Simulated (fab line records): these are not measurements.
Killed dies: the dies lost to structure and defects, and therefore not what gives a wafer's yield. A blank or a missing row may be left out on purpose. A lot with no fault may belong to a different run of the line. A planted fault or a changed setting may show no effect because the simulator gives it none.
fab line records | flow gf180mcu | part 1 of 2: steps 1 to 28 of 39
[record] lots = 5 wafers = 15 last_day = 34
route steps=602 shown HV_LDD@205 NSD@235
lots untouched by any fault: they come from a run of this same line in which no faults occurred
start_h: start of the lot's first displayed wafer, in hours after the record's first day | wait_h: hours since the lot's step before | " identical to the entry in the row above | L1.1+2: one row covering several wafers at once | - no value, or no start was given | * or withheld: withheld | < > ~ a bound
route shown NAME@n: NAME is a module with steps in the file, n the number in the route of the first one | usual: mean and standard deviation over wafers with no fault | same: alike in all rows | chamber/n: place in a boat | sites: the reading at each site | _std_site: how widely they spread, as a standard deviation | _edge_site: mean of outer sites minus mean of inner sites | radius_mm: how far each site lies from the wafer's centre | mask NAME#n: copy n | behind: the most recent tool/chamber to have shaped the wafer | hold: what put the lot on hold/how long, in hours/how the hold closed | device: transistor that didn't switch, given as n, p or np | end of line: the tests these same wafers got at the end of their route | a step with no rows: only its recipe | killed: dies lost to structure and defects at the first sort, not the wafer's yield | map: per-die view of a wafer (x killed, . not killed, _ where there is no die)
set.NAME: the setting the step ran with; set.NAME@STEP: the setting that earlier step ran with | model.NAME: the simulator's own value behind a step, which no gauge read
a table for each step, a row for each wafer; lots at some steps of the route
services: when a tool's chamber went out of use (start_h, in hours from the record's first day, below 0 if earlier), for how many hours, and the reason
[[steps]]
[step GF_HV_LDD_PEB_29]
[recipe] temp_c = withheld time_s = * resist = NOVOLAK
[same] time_s = *
// columns lot.wafer tool chamber start_h wait_h
L075.2+5+6 litho_track-03 0 - -
L087.1+4+5 litho_track-04 0 - -
L090.1+2+4 litho_track-04 0 - -
L092.1+2+5 litho_track-03 0 - -
L095.1+3+4 litho_track-04 0 - -
[step GF_HV_LDD_DEVELOP_30]
[recipe] develop_time_s = 60 dev_temp_c = 23
// columns lot.wafer tool chamber start_h wait_h
L075.2+5+6 litho_track-03 0 265.48 0.1
L087.1+4+5 litho_track-04 0 357.33 0.1
L090.1+2+4 litho_track-04 0 385.38 0.1
L092.1+2+5 litho_track-03 0 400.75 0.1
L095.1+3+4 litho_track-04 0 418.63 0.1
[step GF_HV_LDD_CD_MEAS_31]
[recipe] target_cd_nm = 400
[usual] cd_nm = 399.7/2
// columns lot.wafer tool chamber start_h wait_h cd_nm
L075.2 cd_sem-01 - 265.62 0.1 401.8
L075.5 " - " " 398.5
L075.6 " - " " 397.7
L087.1 cd_sem-02 - 357.48 0.1 398.6
L087.4 " - " " 400.0
L087.5 " - " " 400.2
L090.1 cd_sem-02 - 385.53 0.1 400.3
L090.2 " - " " 399.5
L090.4 " - " " 399.5
L092.1 cd_sem-01 - 400.90 0.1 401.5
L092.2 " - " " 402.2
L092.5 " - " " 402.4
L095.1 cd_sem-01 - 418.78 0.1 399.9
L095.3 " - " " 399.8
L095.4 " - " " 398.2
[step GF_HV_LDD_OVL_MEAS_32]
[usual] HV_LDD_02_OVL = 0.2/1.2
// columns lot.wafer tool chamber start_h wait_h HV_LDD_02_OVL[nm]
L075.2 overlay-01 - 265.73 0.1 2.0
L075.5 " - " " 1.9
L075.6 " - " " 3.2
L087.1 overlay-02 - 357.60 0.1 -0.4
L087.4 " - " " -1.0
L087.5 " - " " -0.1
L090.1 overlay-01 - 385.68 0.1 1.6
L090.2 " - " " 0.9
L090.4 " - " " 2.5
L092.1 overlay-02 - 401.02 0.1 0.2
L092.2 " - " " 0.2
L092.5 " - " " -1.5
L095.1 overlay-02 - 418.90 0.1 -0.7
L095.3 " - " " -1.0
L095.4 " - " " -2.0
[step GF_HV_LDD_IMPLANT_33]
[recipe] species = P energy_kev = 60 dose_cm2 = 7.5e+12 tilt_deg = 30 rotation_deg = 0
[usual] faraday_current_uA = 42.3/0.89
// columns lot.wafer tool chamber start_h wait_h faraday_current_uA
L075.2 implanter-04 0 265.79 0.0 42.4
L075.5 " 0 " " 41.8
L075.6 " 0 " " 42.6
L087.1 implanter-04 0 357.64 0.0 42.6
L087.4 " 0 " " 41.8
L087.5 " 0 " " 43.1
L090.1 implanter-03 0 385.71 0.0 43.0
L090.2 " 0 " " 44.3
L090.4 " 0 " " 44.4
L092.1 implanter-03 0 401.06 0.0 43.6
L092.2 " 0 " " 42.1
L092.5 " 0 " " 42.4
L095.1 implanter-03 0 418.94 0.0 43.2
L095.3 " 0 " " 42.9
L095.4 " 0 " " 41.6
[step GF_HV_LDD_IMPLANT_34]
[recipe] species = P energy_kev = 60 dose_cm2 = 7.5e+12 tilt_deg = 30 rotation_deg = 90
[usual] faraday_current_uA = 42.4/0.82
// columns lot.wafer tool chamber start_h wait_h faraday_current_uA
L075.2 implanter-04 0 265.94 0.1 41.7
L075.5 " 0 " " 40.9
L075.6 " 0 " " 42.5
L087.1 implanter-04 0 357.79 0.1 42.1
L087.4 " 0 " " 42.3
L087.5 " 0 " " 42.7
L090.1 implanter-03 0 385.86 0.1 43.2
L090.2 " 0 " " 43.8
L090.4 " 0 " " 41.2
L092.1 implanter-03 0 401.21 0.1 41.4
L092.2 " 0 " " 42.1
L092.5 " 0 " " 41.6
L095.1 implanter-03 0 419.09 0.1 42.7
L095.3 " 0 " " 42.7
L095.4 " 0 " " 41.7
[step GF_HV_LDD_IMPLANT_35]
[recipe] species = P energy_kev = 60 dose_cm2 = 7.5e+12 tilt_deg = 30 rotation_deg = 180
[usual] faraday_current_uA = 42.3/0.88
// columns lot.wafer tool chamber start_h wait_h faraday_current_uA
L075.2 implanter-04 0 266.09 0.1 41.6
L075.5 " 0 " " 41.2
L075.6 " 0 " " 42.5
L087.1 implanter-04 0 357.94 0.1 41.2
L087.4 " 0 " " 41.5
L087.5 " 0 " " 41.9
L090.1 implanter-03 0 386.01 0.1 41.7
L090.2 " 0 " " 41.3
L090.4 " 0 " " 42.3
L092.1 implanter-03 0 401.36 0.1 42.0
L092.2 " 0 " " 41.0
L092.5 " 0 " " 43.7
L095.1 implanter-03 0 419.24 0.1 41.0
L095.3 " 0 " " 42.9
L095.4 " 0 " " 43.2
[step GF_HV_LDD_IMPLANT_36]
[recipe] species = P energy_kev = 60 dose_cm2 = 7.5e+12 tilt_deg = 30 rotation_deg = 270
[usual] faraday_current_uA = 42.3/0.88
// columns lot.wafer tool chamber start_h wait_h faraday_current_uA
L075.2 implanter-04 0 266.24 0.1 41.5
L075.5 " 0 " " 40.8
L075.6 " 0 " " 42.5
L087.1 implanter-04 0 358.09 0.1 43.1
L087.4 " 0 " " 41.2
L087.5 " 0 " " 42.4
L090.1 implanter-03 0 386.16 0.1 42.7
L090.2 " 0 " " 42.3
L090.4 " 0 " " 43.1
L092.1 implanter-03 0 401.51 0.1 40.9
L092.2 " 0 " " 41.9
L092.5 " 0 " " 41.5
L095.1 implanter-03 0 419.39 0.1 43.2
L095.3 " 0 " " 42.7
L095.4 " 0 " " 41.1
[step GF_HV_LDD_STRIP_37]
[recipe] chemistry = O2/N2 power_w = 1400 pressure_mtorr = 1500 platen_temp_c = 250 o2_flow_sccm = 3000 n2_flow_sccm = 300 overash_fraction = 0.5
[usual] drypump_motor_current_A = 5.48/0.29 heater_power_w = 330/15 n2_flow_sccm = 300.0/0.86 oes_product_au = 0.716/0.0044 strip_time_to_endpoint_s = 12.63/0.036
// columns lot.wafer tool chamber start_h wait_h drypump_motor_current_A heater_power_w n2_flow_sccm oes_product_au rf_hours_counter_h strip_time_to_endpoint_s
L075.2 plasma_asher-04 1 266.36 0.1 5.40 347 298.6 0.723 15 12.67
L075.5 " 1 " " 5.40 349 300.5 0.712 - 12.71
L075.6 " 0 " " 5.64 325 299.1 0.719 - 12.70
L087.1 plasma_asher-04 1 358.24 0.1 5.38 358 299.3 0.707 23 12.65
L087.4 " 1 " " 5.39 346 299.9 0.708 - 12.64
L087.5 " 0 " " 5.71 338 300.8 0.715 - 12.66
L090.1 plasma_asher-04 0 386.31 0.1 5.65 338 300.2 0.716 26 12.62
L090.2 " 1 " " 5.37 348 300.4 0.716 26 12.65
L090.4 " 1 " " 5.36 351 300.7 0.701 - 12.62
L092.1 plasma_asher-01 0 401.66 0.1 5.67 309 300.6 0.719 63 12.57
L092.2 " 1 " " 5.08 338 299.3 0.715 63 12.68
L092.5 " 0 " " 5.68 311 299.5 0.722 - 12.63
L095.1 plasma_asher-01 0 419.54 0.1 5.70 309 300.7 0.717 65 12.61
L095.3 " 0 " " 5.72 308 298.7 0.722 - 12.56
L095.4 " 1 " " 5.08 331 298.3 0.709 - 12.59
[step GF_HV_LDD_TW_MEAS_38]
[usual] HV_LDD_3_TW = 1431/10
// columns lot.wafer tool chamber start_h wait_h HV_LDD_3_TW
L075.2 film_metro-01 - 266.49 0.1 1427
L075.5 " - " " 1429
L075.6 " - " " 1431
L087.1 film_metro-04 - 358.34 0.1 1434
L087.4 " - " " 1437
L087.5 " - " " 1434
L090.1 film_metro-04 - 386.41 0.1 1441
L090.2 " - " " 1435
L090.4 " - " " 1445
L092.1 film_metro-01 - 401.76 0.1 1421
L092.2 " - " " 1428
L092.5 " - " " 1428
L095.1 film_metro-04 - 419.64 0.1 1448
L095.3 " - " " 1440
L095.4 " - " " 1441
[step GF_HV_LDD_DEHYDRATE_39]
[recipe] temp_c = 200 time_s = 60
[usual] heater_power_total_W = 160.37/0.14 plate_temp_C = 199.99/0.16
[same] time_s = 60
// columns lot.wafer tool chamber start_h wait_h heater_power_total_W plate_temp_C
L075.2 litho_track-02 0 275.47 9.0 160.50 199.91
L075.5 " 0 " " 160.60 199.98
L075.6 " 0 " " 160.36 200.04
L087.1 litho_track-03 0 368.25 9.9 160.29 199.86
L087.4 " 0 " " 160.35 199.80
L087.5 " 0 " " 160.18 199.86
L090.1 litho_track-03 0 397.30 10.9 160.12 199.86
L090.2 " 0 " " 160.39 199.89
L090.4 " 0 " " 160.23 200.09
L092.1 litho_track-02 0 413.04 11.3 160.53 199.96
L092.2 " 0 " " 160.31 200.06
L092.5 " 0 " " 160.54 200.00
L095.1 litho_track-04 0 431.48 11.8 160.51 199.87
L095.3 " 0 " " 160.11 199.98
L095.4 " 0 " " 160.38 199.97
[step GF_HV_LDD_HMDS_40]
[recipe] prime_time_s = 60 prime_temp_c = 120
[usual] prime_temp_c = 119.98/0.14
// columns lot.wafer tool chamber start_h wait_h prime_temp_c
L075.2 litho_track-02 0 275.62 0.1 119.95
L075.5 " 0 " " 120.20
L075.6 " 0 " " 120.23
L087.1 litho_track-03 0 368.40 0.1 120.05
L087.4 " 0 " " 119.99
L087.5 " 0 " " 120.14
L090.1 litho_track-03 0 397.45 0.1 119.99
L090.2 " 0 " " 119.85
L090.4 " 0 " " 119.92
L092.1 litho_track-02 0 413.19 0.1 119.82
L092.2 " 0 " " 119.96
L092.5 " 0 " " 119.86
L095.1 litho_track-04 0 431.63 0.1 120.02
L095.3 " 0 " " 119.99
L095.4 " 0 " " 119.89
[step GF_HV_LDD_COAT_41]
[recipe] resist = NOVOLAK spin_rpm = 3000 resist_thk_nm = 1000
// columns lot.wafer tool chamber start_h wait_h
L075.2+5+6 litho_track-02 0 275.77 0.1
L087.1+4+5 litho_track-03 0 368.55 0.1
L090.1+2+4 litho_track-03 0 397.60 0.1
L092.1+2+5 litho_track-02 0 413.34 0.1
L095.1+3+4 litho_track-04 0 431.78 0.1
[step GF_HV_LDD_SOFTBAKE_42]
[recipe] temp_c = 90 time_s = 60 resist = NOVOLAK
[usual] heater_power_total_W = 56.60/0.045 plate_temp_C = 89.99/0.12
[same] time_s = 60
// columns lot.wafer tool chamber start_h wait_h heater_power_total_W plate_temp_C
L075.2 litho_track-02 0 275.92 0.1 56.55 90.00
L075.5 " 0 " " 56.55 90.16
L075.6 " 0 " " 56.58 90.06
L087.1 litho_track-03 0 368.70 0.1 56.65 89.83
L087.4 " 0 " " 56.59 90.12
L087.5 " 0 " " 56.65 90.00
L090.1 litho_track-03 0 397.75 0.1 56.64 89.90
L090.2 " 0 " " 56.60 89.77
L090.4 " 0 " " 56.58 89.79
L092.1 litho_track-02 0 413.49 0.1 56.53 90.12
L092.2 " 0 " " 56.61 90.02
L092.5 " 0 " " 56.58 90.12
L095.1 litho_track-04 0 431.93 0.1 56.60 89.94
L095.3 " 0 " " 56.58 90.02
L095.4 " 0 " " 56.59 90.04
[step GF_HV_LDD_EXPOSE_43]
[recipe] mask_id = Pplus_HV_AREA target_cd_nm = 400 na = 0.6 source_shape = conventional sigma_outer = 0.6 dose_mj = 140
// columns lot.wafer tool chamber start_h wait_h mask
L075.2+5+6 iline_stepper-02 0 - - Pplus_HV_AREA#0
L087.1+4+5 iline_stepper-02 0 - - Pplus_HV_AREA#0
L090.1+2+4 iline_stepper-02 0 - - Pplus_HV_AREA#0
L092.1+2+5 iline_stepper-01 0 - - Pplus_HV_AREA#0
L095.1+3+4 iline_stepper-02 0 - - Pplus_HV_AREA#0
[step GF_HV_LDD_PEB_44]
[recipe] temp_c = withheld time_s = * resist = NOVOLAK
[same] time_s = *
// columns lot.wafer tool chamber start_h wait_h
L075.2+5+6 litho_track-02 0 - -
L087.1+4+5 litho_track-02 0 - -
L090.1+2+4 litho_track-04 0 - -
L092.1+2+5 litho_track-03 0 - -
L095.1+3+4 litho_track-04 0 - -
[step GF_HV_LDD_DEVELOP_45]
[recipe] develop_time_s = 60 dev_temp_c = 23
// columns lot.wafer tool chamber start_h wait_h
L075.2+5+6 litho_track-02 0 285.17 0.1
L087.1+4+5 litho_track-02 0 380.49 0.1
L090.1+2+4 litho_track-04 0 409.53 0.1
L092.1+2+5 litho_track-03 0 425.45 0.1
L095.1+3+4 litho_track-04 0 443.33 0.1
[step GF_HV_LDD_CD_MEAS_46]
[recipe] target_cd_nm = 400
[usual] cd_nm = 399.6/2
// columns lot.wafer tool chamber start_h wait_h cd_nm
L075.2 cd_sem-01 - 285.37 0.2 397.7
L075.5 " - " " 401.8
L075.6 " - " " 400.5
L087.1 cd_sem-02 - 380.64 0.1 398.3
L087.4 " - " " 400.9
L087.5 " - " " 401.6
L090.1 cd_sem-01 - 409.68 0.1 398.8
L090.2 " - " " 398.6
L090.4 " - " " 399.0
L092.1 cd_sem-01 - 425.60 0.1 399.5
L092.2 " - " " 399.8
L092.5 " - " " 398.9
L095.1 cd_sem-01 - 443.48 0.1 398.9
L095.3 " - " " 397.6
L095.4 " - " " 398.4
[step GF_HV_LDD_OVL_MEAS_47]
[usual] HV_LDD_03_OVL = -0.9/1.2
// columns lot.wafer tool chamber start_h wait_h HV_LDD_03_OVL[nm]
L075.2 overlay-02 - 285.48 0.1 -2.7
L075.5 " - " " -2.1
L075.6 " - " " -0.8
L087.1 overlay-01 - 380.76 0.1 -0.8
L087.4 " - " " 0.3
L087.5 " - " " -1.4
L090.1 overlay-02 - 409.80 0.1 -1.6
L090.2 " - " " -0.4
L090.4 " - " " 0.4
L092.1 overlay-02 - 425.72 0.1 -1.4
L092.2 " - " " 0.3
L092.5 " - " " -1.1
L095.1 overlay-01 - 443.60 0.1 2.1
L095.3 " - " " 0.2
L095.4 " - " " 0.8
[step GF_HV_LDD_IMPLANT_48]
[recipe] species = B energy_kev = 25 dose_cm2 = 3e+13 tilt_deg = 7
[usual] faraday_current_uA = 169/3.1
// columns lot.wafer tool chamber start_h wait_h faraday_current_uA
L075.2 implanter-03 0 285.53 0.0 174
L075.5 " 0 " " 167
L075.6 " 0 " " 169
L087.1 implanter-04 0 380.80 0.0 173
L087.4 " 0 " " 169
L087.5 " 0 " " 171
L090.1 implanter-04 0 409.84 0.0 168
L090.2 " 0 " " 172
L090.4 " 0 " " 169
L092.1 implanter-03 0 425.76 0.0 167
L092.2 " 0 " " 164
L092.5 " 0 " " 167
L095.1 implanter-03 0 443.64 0.0 165
L095.3 " 0 " " 169
L095.4 " 0 " " 168
[step GF_HV_LDD_STRIP_49]
[recipe] chemistry = O2/N2 power_w = 1400 pressure_mtorr = 1500 platen_temp_c = 250 o2_flow_sccm = 3000 n2_flow_sccm = 300 overash_fraction = 0.5
[usual] drypump_motor_current_A = 5.5/0.31 heater_power_w = 327/14 n2_flow_sccm = 299.9/1.7 oes_product_au = 0.716/0.004 strip_time_to_endpoint_s = 12.644/0.029
// columns lot.wafer tool chamber start_h wait_h drypump_motor_current_A heater_power_w n2_flow_sccm oes_product_au rf_hours_counter_h strip_time_to_endpoint_s
L075.2 plasma_asher-03 1 285.66 0.1 6.0 308 300.7 0.722 62 12.625
L075.5 " 1 " " 6.0 316 299.0 0.712 - 12.612
L075.6 " 0 " " 5.2 328 301.1 0.714 - 12.598
L087.1 plasma_asher-04 1 380.95 0.1 5.4 353 299.9 0.715 26 12.639
L087.4 " 1 " " 5.4 351 300.9 0.715 - 12.677
L087.5 " 0 " " 5.7 329 300.9 0.720 - 12.617
L090.1 plasma_asher-03 1 409.99 0.1 6.0 308 300.8 0.721 75 12.647
L090.2 " 0 " " 5.2 323 300.2 0.718 75 12.691
L090.4 " 1 " " 6.0 311 300.8 0.711 - 12.693
L092.1 plasma_asher-03 0 425.91 0.1 5.2 325 299.7 0.718 77 12.642
L092.2 " 1 " " 6.0 310 299.0 0.709 77 12.626
L092.5 " 1 " " 6.0 313 300.5 0.712 - 12.676
L095.1 plasma_asher-01 1 443.79 0.1 5.1 339 300.9 0.715 68 12.607
L095.3 " 1 " " 5.1 339 301.8 0.715 - 12.594
L095.4 " 0 " " 5.7 313 301.0 0.718 - 12.626
[step GF_HV_LDD_TW_MEAS_50]
[usual] HV_LDD_4_TW = 566/3.5
// columns lot.wafer tool chamber start_h wait_h HV_LDD_4_TW
L075.2 film_metro-01 - 285.82 0.1 567
L075.5 " - " " 562
L075.6 " - " " 567
L087.1 film_metro-02 - 381.05 0.1 564
L087.4 " - " " 565
L087.5 " - " " 563
L090.1 film_metro-01 - 410.09 0.1 563
L090.2 " - " " 568
L090.4 " - " " 566
L092.1 film_metro-02 - 426.01 0.1 566
L092.2 " - " " 566
L092.5 " - " " 571
L095.1 film_metro-02 - 443.89 0.1 566
L095.3 " - " " 566
L095.4 " - " " 566
[step GF_HV_LDD_CLEAN_51]
[recipe] chemistry = SC1/SC2 mix = 1:4:20 temp_c = 70 time_s = 150 dry = n2_spin
[same] time_s = 150
// columns lot.wafer tool chamber start_h wait_h
L075.2+5+6 wet_bench-04 0 285.87 0.0
L087.1+4+5 wet_bench-04 0 381.11 0.1
L090.1+2+4 wet_bench-02 2 410.15 0.1
L092.1+2+5 wet_bench-02 2 426.07 0.1
L095.1+3+4 wet_bench-04 3 443.95 0.1
[step GF_HV_LDD_RTA_52]
[recipe] temp_c = 1000 time_s = 10 ambient = N2
[usual] lamp_power_pct = 31.1/1.5 wafer_temp_C_max = 1005.3/1.4
[same] time_s = 10
// columns lot.wafer tool chamber start_h wait_h lamp_power_pct wafer_temp_C_max
L075.2 rtp_anneal-01 0 285.94 0.0 32.9 1003.4
L075.5 " 0 " " 32.9 1002.9
L075.6 " 0 " " 32.9 1003.1
L087.1 rtp_anneal-01 0 381.16 0.0 32.8 1004.8
L087.4 " 0 " " 32.9 1004.6
L087.5 " 0 " " 32.9 1006.6
L090.1 rtp_anneal-02 0 410.20 0.0 29.8 1007.7
L090.2 " 0 " " 29.8 1006.8
L090.4 " 0 " " 29.8 1006.4
L092.1 rtp_anneal-02 0 426.12 0.0 29.9 1005.9
L092.2 " 0 " " 29.8 1005.6
L092.5 " 0 " " 29.7 1006.0
L095.1 rtp_anneal-02 0 444.06 0.0 29.8 1005.8
L095.3 " 0 " " 29.8 1005.8
L095.4 " 0 " " 29.8 1007.5
[step GF_HV_LDD_RS_MEAS_53]
[recipe] thk_meas_gauge = four-point-probe
[usual] HV_LDD_RS = 418.4/0.9
// columns lot.wafer tool chamber start_h wait_h HV_LDD_RS[ohm/sq]
L075.2 film_metro-01 - 286.01 0.1 417.6
L075.5 " - " " 416.6
L075.6 " - " " 417.4
L087.1 film_metro-01 - 381.23 0.1 418.4
L087.4 " - " " 418.1
L087.5 " - " " 418.8
L090.1 film_metro-01 - 410.27 0.1 416.6
L090.2 " - " " 418.4
L090.4 " - " " 417.2
L092.1 film_metro-01 - 426.19 0.1 417.1
L092.2 " - " " 418.1
L092.5 " - " " 418.1
L095.1 film_metro-02 - 444.19 0.1 419.5
L095.3 " - " " 419.1
L095.4 " - " " 419.2
[step GF_HV_LDD_CVD_54]
[recipe] material = SiO2 target_thk_nm = 10 precursor = TEOS temp_c = 680 time_s = 75 pressure_mtorr = 400
[same] time_s = 75
// columns lot.wafer tool chamber start_h wait_h
L075.2+5+6 lpcvd-01 0 286.11 0.1
L087.1+4+5 lpcvd-01 1 381.35 0.1
L090.1+2+4 lpcvd-01 0 410.39 0.1
L092.1+2+5 lpcvd-01 1 426.31 0.1
L095.1+3+4 lpcvd-01 0 444.31 0.1
[step GF_HV_LDD_THK_MEAS_55]
[recipe] reads = SiO2_of_HV_LDD_CVD_54
[usual] HV_LDD_CVD_54_THK = 9.93/0.15
// columns lot.wafer tool chamber start_h wait_h HV_LDD_CVD_54_THK[nm]
L075.2 film_metro-04 - 287.15 0.0 9.91
L075.5 " - " " 9.86
L075.6 " - " " 9.77
L087.1 film_metro-02 - 382.88 0.0 9.95
L087.4 " - " " 9.98
L087.5 " - " " 10.16
L090.1 film_metro-01 - 411.41 0.0 9.87
L090.2 " - " " 9.87
L090.4 " - " " 9.87
L092.1 film_metro-02 - 427.36 0.0 9.64
L092.2 " - " " 9.75
L092.5 " - " " 9.74
L095.1 film_metro-02 - 445.33 0.0 9.87
L095.3 " - " " 9.86
L095.4 " - " " 9.88
[step GF_HV_LDD_CVD_56]
[recipe] material = Si3N4 precursor = DCS/NH3 target_thk_nm = 90 temp_c = 770 time_s = 1543 pressure_mtorr = 250
[same] time_s = 1543
// columns lot.wafer tool chamber start_h wait_h
L075.2+5+6 lpcvd-02 1 287.20 0.0
L087.1+4+5 lpcvd-01 1 382.94 0.1
L090.1+2+4 lpcvd-01 1 411.47 0.1
L092.1+2+5 lpcvd-01 0 427.42 0.1
L095.1+3+4 lpcvd-02 0 445.39 0.1
